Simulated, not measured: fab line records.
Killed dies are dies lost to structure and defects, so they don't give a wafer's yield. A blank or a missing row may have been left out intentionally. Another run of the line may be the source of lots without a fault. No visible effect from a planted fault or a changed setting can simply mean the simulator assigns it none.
One fault seen from 2 desks -- flow gf180mcu -- only its own numbers are on each desk; what lay behind them is given at the end

METROLOGY DESK
What the gauges read, lot by lot, whatever tool the lot ran on: means of the sampled wafers that have a number. A lot is out of limits, marked OUT, if its mean lies more than 4 standard deviations from the usual mean; the brackets give that distance.
Columns: A = M3_OVL at GF_M3_OVL_MEAS_15, usual -2 nm; B = V3_W_RS at GF_V3_RS_MEAS_24, usual 0.327 ohm/sq; C = V3_W_THK at GF_V3_THK_MEAS_25, usual 357 nm
lot,first seen here,A,B,C
L427,day 20 12:25,0,0.328,354
L428,day 20 17:53,2,0.327,356
L429,day 21 14:54,2,0.328,356
L431,day 21 22:52,-11,0.323,359
L433,day 24 22:37,7,0.354 (+7.0) OUT,338
L438,day 25 09:31,1,0.380 (+14) OUT,309 (-10) OUT
L445,day 27 20:55,-5,0.323,364
L447,day 28 09:45,3,0.329,355
L446,day 28 09:55,0,0.325,358
L448,day 28 18:10,2,0.329,352
L450,day 29 04:58,-5,0.329,352
This desk finds L433, L438 out of limits, with the earliest case on L433 at day 25 21:53 (V3_W_RS at GF_V3_RS_MEAS_24). Within limits: L427, L428, L429, L431, L445, L447, L446, L448, L450.

TOOL OWNER'S DESK, cvdW-01
The tool's own readings at GF_V3_CVD_23 (deposits W, target thk 350 nm, time 104.9 s): means of the sampled wafers that have a number, for each lot that ran on this tool. A lot is out of limits, marked OUT, if its mean lies more than 4 standard deviations from the usual mean; the brackets give that distance.
Columns: A = chamberPressureTorr at GF_V3_CVD_23, usual 40.00 Torr; B = heaterPowerW at GF_V3_CVD_23, usual 896 W
lot,first seen here,A,B
L428,day 21 19:30,39.97,987
L429,day 22 17:12,40.03,974
L431,day 23 00:35,40.06,1003
L433,day 25 21:45,40.01,998
L438,day 26 08:21,39.91,965
L445,day 28 18:03,40.07,965
L446,day 29 06:47,39.88,963
Finding of this desk: none of the 7 lots has anything out of limits.

BROUGHT TOGETHER
At day 25 21:53 the metrology desk could have sounded an alarm, on L433, L438.
Nothing out of limits was seen by the tool owner's desk.
The tool owner's desk has L433, L438 on record, within its limits.
All the named lots went through GF_V3_CVD_23 on cvdW-01.

WHAT HAD BEEN PUT IN BY THE SIMULATOR
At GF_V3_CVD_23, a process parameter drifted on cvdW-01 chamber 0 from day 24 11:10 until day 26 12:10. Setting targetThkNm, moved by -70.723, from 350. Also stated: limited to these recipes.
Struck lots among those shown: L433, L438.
Hours from the fault's start to each desk's first reading out of limits: the metrology desk, 35.
